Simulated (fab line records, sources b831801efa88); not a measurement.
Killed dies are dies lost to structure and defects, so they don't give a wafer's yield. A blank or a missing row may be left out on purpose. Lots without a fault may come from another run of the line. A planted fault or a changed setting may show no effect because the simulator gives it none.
One fault seen from 2 desks | flow gf180mcu | each desk has only its own numbers; what lay behind them comes last

THE METROLOGY DESK
What the gauges read, lot by lot, whatever tool the lot ran on: means of the sampled wafers that have a number. A lot is out of limits, marked OUT, if its mean lies more than 4 standard deviations from the usual mean; the brackets give that distance.
Columns: A = DUAL_GATE_OXIDATION_00_THK at GF_DUAL_GATE_THK_MEAS_03, usual 10.93 nm; B = DUAL_GATE_OVL at GF_DUAL_GATE_OVL_MEAS_11, usual 1.1 nm
lot  | first seen here | A     | B
L856 | day 7 22:22     | 11.07 | 1.8
L857 | day 8 04:40     | 10.76 | 2.1
L868 | day 11 09:21    | 10.93 | -0.2
L870 | day 11 19:40    | 10.96 | 2.4
L871 | day 12 01:36    | 11.21 | 2.5
L872 | day 12 11:19    | 11.07 | 1.6
This desk's finding: nothing out of limits on any of the 6 lots.

THE TOOL OWNER'S DESK: furnace-02
The tool's own readings at GF_DUAL_GATE_OXIDATION_15 (stabilise 600 s, purge 300 s, target thk 7.098 nm): means of the sampled wafers that have a number, for each lot that ran on this tool. A lot is out of limits, marked OUT, if its mean lies more than 4 standard deviations from the usual mean; the brackets give that distance.
Columns: A = spike_tc_upper_C at GF_DUAL_GATE_OXIDATION_15, usual 851.2 C; B = zone_power_centre_pct at GF_DUAL_GATE_OXIDATION_15, usual 16.1 %
lot  | first seen here | A     | B
L856 | day 8 19:46     | 851.6 | 15.6
L857 | day 9 02:55     | 851.5 | 15.7
L868 | day 12 03:59    | 852.9 | 15.7
L871 | day 12 21:58    | 851.3 | 15.6
L872 | day 13 08:01    | 851.6 | 15.6
This desk's finding: nothing out of limits on any of the 5 lots.

PUT TOGETHER
The metrology desk saw nothing out of limits.
The tool owner's desk saw nothing out of limits.

WHAT THE SIMULATOR HAD PUT IN
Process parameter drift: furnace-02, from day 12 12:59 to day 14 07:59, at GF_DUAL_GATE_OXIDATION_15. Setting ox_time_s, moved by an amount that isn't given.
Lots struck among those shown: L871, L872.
